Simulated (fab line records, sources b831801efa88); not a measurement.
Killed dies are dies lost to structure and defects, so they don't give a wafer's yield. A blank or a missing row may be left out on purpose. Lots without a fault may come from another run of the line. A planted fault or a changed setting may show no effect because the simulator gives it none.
Which tool did it? | flow sky130 | 12 lots, 36 wafers sampled, at 5 steps of a route of 708

WHAT THE GAUGES READ, wafer by wafer
SKY_LDD_HVP_TW_MEAS_10.
lot  | measured     | on            | LDD_HVP_TW
L394 | day 21 19:30 | film_metro-01 | 459 458 461
L396 | day 22 09:27 | film_metro-04 | 455 455 453
L399 | day 23 21:20 | film_metro-01 | 461 462 462
L401 | day 24 14:16 | film_metro-02 | 460 460 460
L402 | day 25 07:10 | film_metro-04 | 455 455 458
L407 | day 26 12:31 | film_metro-04 | 451 453 453
L408 | day 26 23:58 | film_metro-01 | 459 460 463
L410 | day 28 01:46 | film_metro-04 | 453 452 450
L412 | day 28 06:41 | film_metro-02 | 458 459 457
L414 | day 28 17:10 | film_metro-04 | 450 452 451
L415 | day 29 02:28 | film_metro-04 | 453 453 452
L416 | day 29 15:38 | film_metro-01 | 460 460 458

SKY_VIA1_OVL_MEAS_13.
lot  | measured     | on         | VIA1_OVL (nm)
L394 | day 34 08:01 | overlay-01 | -13 -8 -5
L396 | day 34 18:44 | overlay-02 | -4 -2 -7
L399 | day 36 02:17 | overlay-01 | 1 4 3
L407 | day 38 09:22 | overlay-01 | -6 -5 -8
L408 | day 38 20:19 | overlay-01 | -4 0 -1
L410 | day 39 17:02 | overlay-01 | -1 0 -3
L412 | day 39 21:08 | overlay-02 | -1 4 2
L414 | day 40 09:05 | overlay-02 | 6 5 2
L415 | day 40 14:59 | overlay-02 | 5 6 5
L416 | day 41 00:20 | overlay-02 | -1 -8 -4

WHICH TOOL RAN EACH LOT (tool, then ch and the chambers of the sampled wafers, then the start)
lot  | SKY_LI_CONTACT_ETCH_15             | SKY_LI_CONTACT_STRIP_16              | SKY_LI_CONTACT_SPUTTER_19
L394 | rie_diel-02 ch 1,2,3, day 29 12:24 | plasma_asher-02 ch 0,1, day 29 12:29 | pvd_sputter-03, day 29 12:47
L396 | rie_diel-02 ch 1,2, day 29 23:07   | plasma_asher-03 ch 0, day 29 23:12   | pvd_sputter-02, day 29 23:31
L399 | rie_diel-04 ch 1,2,3, day 31 07:19 | plasma_asher-03 ch 0,1, day 31 07:26 | pvd_sputter-02, day 31 07:52
L401 | rie_diel-02 ch 0,1,2, day 32 02:54 | plasma_asher-04 ch 0,1, day 32 02:59 | pvd_sputter-03, day 32 03:17
L402 | rie_diel-02 ch 0,3, day 32 17:11   | plasma_asher-03 ch 0,1, day 32 17:17 | pvd_sputter-03, day 32 17:34
L407 | rie_diel-04 ch 0,1,3, day 33 17:43 | plasma_asher-02 ch 0,1, day 33 17:48 | pvd_sputter-02, day 33 18:05
L408 | rie_diel-02 ch 2,3, day 34 05:14   | plasma_asher-02 ch 0,1, day 34 05:20 | pvd_sputter-03, day 34 05:38
L410 | rie_diel-02 ch 0,2, day 35 03:34   | plasma_asher-03 ch 0,1, day 35 03:39 | pvd_sputter-02, day 35 03:56
L412 | rie_diel-04 ch 0,1,2, day 35 09:31 | plasma_asher-04 ch 0, day 35 09:36   | pvd_sputter-02, day 35 09:53
L414 | rie_diel-02 ch 1,2, day 35 20:43   | plasma_asher-04 ch 0,1, day 35 20:48 | pvd_sputter-03, day 35 21:05
L415 | rie_diel-01 ch 1,2,3, day 36 03:13 | plasma_asher-02 ch 0,1, day 36 03:18 | pvd_sputter-03, day 36 03:35
L416 | rie_diel-04 ch 1,3, day 36 14:48   | plasma_asher-04 ch 0,1, day 36 14:53 | pvd_sputter-03, day 36 15:11
- SKY_LI_CONTACT_ETCH_15: etches PSG in C4F8/O2/Ar, stops on Si, target depth 600 nm.
- SKY_LI_CONTACT_STRIP_16: strips in O2/N2.
- SKY_LI_CONTACT_SPUTTER_19: material Ti, target thk 20 nm, time 106.37 s.

WHAT THE TOOLS THEMSELVES READ (means of the sampled wafers that have a number; where no wafer has one, the mark that the record gives instead)
SKY_LI_CONTACT_ETCH_15.
lot  | tool        | bias_w (W) | chamber_pressure_mTorr (mTorr) | oes_product_au (a.u.)
L394 | rie_diel-02 | 1198       | 39.98                          | 0.838
L396 | rie_diel-02 | 1199       | 39.99                          | 0.840
L399 | rie_diel-04 | 1197       | 40.01                          | 0.837
L401 | rie_diel-02 | -          | -                              | -
L402 | rie_diel-02 | -          | -                              | -
L407 | rie_diel-04 | 1202       | 39.99                          | 0.835
L408 | rie_diel-02 | 1200       | 40.00                          | 0.834
L410 | rie_diel-02 | 1196       | 40.00                          | 0.835
L412 | rie_diel-04 | 1199       | 40.00                          | 0.834
L414 | rie_diel-02 | 1196       | 39.99                          | 0.836
L415 | rie_diel-01 | 1203       | 40.02                          | 0.838
L416 | rie_diel-04 | 1204       | 39.99                          | 0.838

SKY_LI_CONTACT_STRIP_16.
lot  | tool            | drypump_motor_current_A (A) | oes_product_au (a.u.) | strip_time_to_endpoint_s (s)
L394 | plasma_asher-02 | 5.9                         | 0.370                 | 3.46
L396 | plasma_asher-03 | 5.9                         | 0.373                 | 3.46
L399 | plasma_asher-03 | 6.0                         | 0.372                 | 3.51
L401 | plasma_asher-04 | 5.6                         | 0.445                 | 5.20
L402 | plasma_asher-03 | 6.0                         | 0.448                 | 5.21
L407 | plasma_asher-02 | 5.9                         | 0.378                 | 3.56
L408 | plasma_asher-02 | 6.1                         | 0.376                 | 3.47
L410 | plasma_asher-03 | 6.0                         | 0.374                 | 3.48
L412 | plasma_asher-04 | 5.3                         | 0.377                 | 3.52
L414 | plasma_asher-04 | 5.6                         | 0.373                 | 3.51
L415 | plasma_asher-02 | 6.1                         | 0.382                 | 3.53
L416 | plasma_asher-04 | 5.4                         | 0.374                 | 3.48

SKY_LI_CONTACT_SPUTTER_19.
lot  | tool           | throttle_valve_pct (%)
L394 | pvd_sputter-03 | 30.0
L396 | pvd_sputter-02 | 29.1
L399 | pvd_sputter-02 | 30.7
L401 | pvd_sputter-03 | 30.5
L402 | pvd_sputter-03 | 29.8
L407 | pvd_sputter-02 | 30.8
L408 | pvd_sputter-03 | 30.2
L410 | pvd_sputter-02 | 30.8
L412 | pvd_sputter-02 | 31.0
L414 | pvd_sputter-03 | 30.3
L415 | pvd_sputter-03 | 30.0
L416 | pvd_sputter-03 | 30.5

THE ANSWER, worked out from the rows above alone
Rule: what is usual is taken from the lots themselves. Put in order of their means at a reading, lots are off if they are a third of the lots or fewer, leave a main group of 4 or more, and stand apart from it by a gap of 3 or more times the standard deviation of the main group's means; of several such gaps the widest counts. A main group whose means are all the same, to the digits that the tables above print for the reading, isn't used. A lot without any number at a reading at which 4 lots or more have one is off too. The other lots that the step has rows for count as sound. The gauges are gone through in route order, then the tools' own readings, and for those a lot's mean is taken as printed above. The first step at which some lot is off is used, and at that step the reading that is off furthest; a lot without a number counts as furthest.
Off: L401, L402, at SKY_LI_CONTACT_ETCH_15 (bias_w). Without a number there: L401, L402. The main group: mean 1199 W, standard deviation 2.7.
A tool fits if, at that step or a process step before it, it ran every lot that is off, and no sound lot after the first of them. None of those tried fits.

WHAT THE SIMULATOR HAD PUT IN
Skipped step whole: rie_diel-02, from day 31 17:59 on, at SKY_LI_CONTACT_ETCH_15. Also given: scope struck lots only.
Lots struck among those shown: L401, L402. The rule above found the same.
